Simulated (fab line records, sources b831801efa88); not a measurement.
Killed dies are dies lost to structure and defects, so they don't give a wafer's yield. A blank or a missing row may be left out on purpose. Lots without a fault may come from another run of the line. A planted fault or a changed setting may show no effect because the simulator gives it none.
Chamber matching | flow gf180mcu | GF_CONTACT_CMP_04 on cmp-02: 4 sister chambers
The step polishes SiO2. 8 wafers are shown with their chamber, then 9 later ones without.

WAFERS WITH THEIR CHAMBER
wafer  | chamber | motor_current_A (A) | time_to_endpoint_s (s)
L855.2 | 2       | 13.0                | 110
L861.1 | 3       | 14.3                | 102
L861.5 | 0       | 10.6                | 109
L862.3 | 0       | 10.7                | 112
L862.5 | 3       | 14.4                | 117
L863.4 | 1       | 11.3                | 120
L863.5 | 1       | 11.4                | 121
L863.6 | 2       | 12.4                | 120

WAFERS WITHOUT THEIR CHAMBER
wafer  | motor_current_A (A) | time_to_endpoint_s (s)
L867.1 | 12.1                | 116
L867.4 | 14.7                | 119
L867.5 | 13.1                | 115
L871.3 | 12.6                | 106
L871.4 | 10.4                | 109
L871.5 | 13.0                | 113
L875.1 | 12.8                | 108
L875.2 | 10.1                | 101
L875.6 | 10.4                | 115

WHICH CHAMBER EACH WENT THROUGH
wafer  | from the rows above     | in truth
L867.1 | can't be placed: 2 or 1 | 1
L867.4 | 3                       | 3
L867.5 | 2                       | 2
L871.3 | 2                       | 2
L871.4 | 0                       | 0
L871.5 | 2                       | 2
L875.1 | 2                       | 2
L875.2 | 0                       | 0
L875.6 | 0                       | 0
Placed correctly: 8 of 9. Can't be placed from these rows: 1 (the true chamber is among the candidates in 1). Placed wrongly: 0.
How it was worked out, from the rows above alone: a wafer's distance from a chamber is the root of the sum, over the readings, of the square of ((its reading less the chamber's mean) divided by the reading's scatter). The wafer belongs to the nearest chamber; if the next one is less than 2 further off, it can't be placed. A chamber's mean is the mean of its shown wafers. The scatter: the root of (the sum of the squares of (reading less its chamber's mean) over the shown wafers, divided by (wafers less chambers)).
